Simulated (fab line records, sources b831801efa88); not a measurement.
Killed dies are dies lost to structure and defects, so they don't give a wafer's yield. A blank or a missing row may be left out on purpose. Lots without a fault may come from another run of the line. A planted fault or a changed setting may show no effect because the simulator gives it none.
A struck lot beside a sound one | flow sky130 | 17 steps out of a route of 708
Sound: wafers L161.2, L161.3, L161.5. Struck: wafers L156.2, L156.3, L156.4. The cause comes at the end.
At each step with rows: each side's tool, then ch and its chambers, then its first start. Under that, the readings that differ: sound wafers | struck wafers | difference of the means | sigmas: that difference in standard deviations of wafers without a fault.
alike: readings whose means differ by less than 2 such deviations, and words and numbers that are the same on both sides. not compared: withheld readings, readings that some wafer has no value for, bounds like >300 that may hide the same value, and numbers for which the record gives no deviation and whose values overlap.
The two part at a step that has a row with sigmas, a row that says differs or no value, or rows on one side only. Numbers that don't overlap but have no deviation are shown without sigmas and don't part them. A reading that every wafer of one side lacks parts them only if that side has two wafers or more.

SKY_VIA3_CMP_02: polishes SiO2.
  sound on cmp-02 ch 0,1, day 44 01:14; struck on cmp-01 ch 0,2,3, day 42 19:08
  alike: motor_current_A
SKY_VIA3_BOW_MEAS_03:
  sound on film_metro-03, day 44 01:34; struck on film_metro-03, day 42 19:28
  alike: VIA3_BOW
then, 8 steps without rows for these wafers: SKY_VIA3_DEHYDRATE_04 (time 60 s); SKY_VIA3_HMDS_05 (prime time 60 s); SKY_VIA3_COAT_06 (resist thk 60 nm); SKY_VIA3_COAT_07 (resist thk 450 nm); SKY_VIA3_SOFTBAKE_08 (time 90 s); SKY_VIA3_EXPOSE_09 (exposes mask VIM3, target cd 200 nm); SKY_VIA3_PEB_10; SKY_VIA3_DEVELOP_11 (develop time 60 s).
SKY_VIA3_CD_MEAS_12: target cd 200 nm.
  sound on cd_sem-02, day 45 00:06; struck on cd_sem-01, day 43 18:23
  alike: cd_nm
SKY_VIA3_OVL_MEAS_13:
  sound on overlay-01, day 45 00:12; struck on overlay-01, day 43 18:29
  reading       | sound | struck    | difference | sigmas
  VIA3_OVL (nm) | 7 5 2 | -8 -4 -10 | -12        | -2
SKY_VIA3_ETCH_14: etches BARC in N2/H2, stops on SiO2, time 45.9 s, target depth 60 nm.
  sound on rie_diel-02 ch 0,1,3, day 45 00:14; struck on rie_diel-01 ch 1,3, day 43 18:31
  no value came back on the struck wafers for any of 6 readings (bias_w (W), chamber_pressure_mTorr (mTorr) and others); on the sound wafers bias_w (W) reads 100.2 99.6 100.0
  reading                                     | sound             | struck            | difference | sigmas
  model.KrF-thick_of_VIA3_COAT_07.thk_nm (nm) | 394.1 393.4 396.9 | 436.3 437.7 437.6 | +42.4      |
  not compared: rf_hours_counter_h
SKY_VIA3_ETCH_15: etches SiO2 in C4F8/O2/Ar, stops on TiN, target depth 507 nm, time 78 s.
  sound on rie_diel-02 ch 0,1,3, day 45 00:16; struck on rie_diel-01 ch 1,3, day 43 18:34
  reading                                     | sound             | struck            | difference | sigmas
  oes_product_au (a.u.)                       | 0.944 0.951 0.949 | 0.377 0.374 0.378 | -0.572     | -99 or more
  model.KrF-thick_of_VIA3_COAT_07.thk_nm (nm) | 291.2 291.5 298.1 | 333.4 337.7 338.1 | +42.8      |
  alike: bias_w, chamber_pressure_mTorr
  not compared: rf_hours_counter_h
SKY_VIA3_STRIP_16: strips in O2/N2.
  sound on plasma_asher-04 ch 1, day 45 00:20; struck on plasma_asher-01 ch 0,1, day 43 18:37
  reading                      | sound             | struck            | difference | sigmas
  oes_product_au (a.u.)        | 0.408 0.400 0.403 | 0.417 0.420 0.430 | +0.019     | +4
  strip_time_to_endpoint_s (s) | 4.108 4.128 4.214 | 4.566 4.622 4.630 | +0.456     | +17
  alike: drypump_motor_current_A, n2_flow_sccm
  not compared: rf_hours_counter_h
then, 1 step without rows for these wafers: SKY_VIA3_STRIP_17 (strips in post etch residue remover, time 1200 s).
-- the record jumps here: 5 days lie between the struck wafers' starts before and after (it left off in module VIA3 and takes up again in module PAD_OPEN, whose first step shown is number 708 of the route) --
SKY_PAD_OPEN_PROBE_99:
  the record has rows for the struck wafers here (prober-01, day 49 05:03) and none for the sound ones

WHERE THEY PART
First at SKY_VIA3_OVL_MEAS_13; last, within this record, at SKY_PAD_OPEN_PROBE_99.

WHY: what the simulator had put in
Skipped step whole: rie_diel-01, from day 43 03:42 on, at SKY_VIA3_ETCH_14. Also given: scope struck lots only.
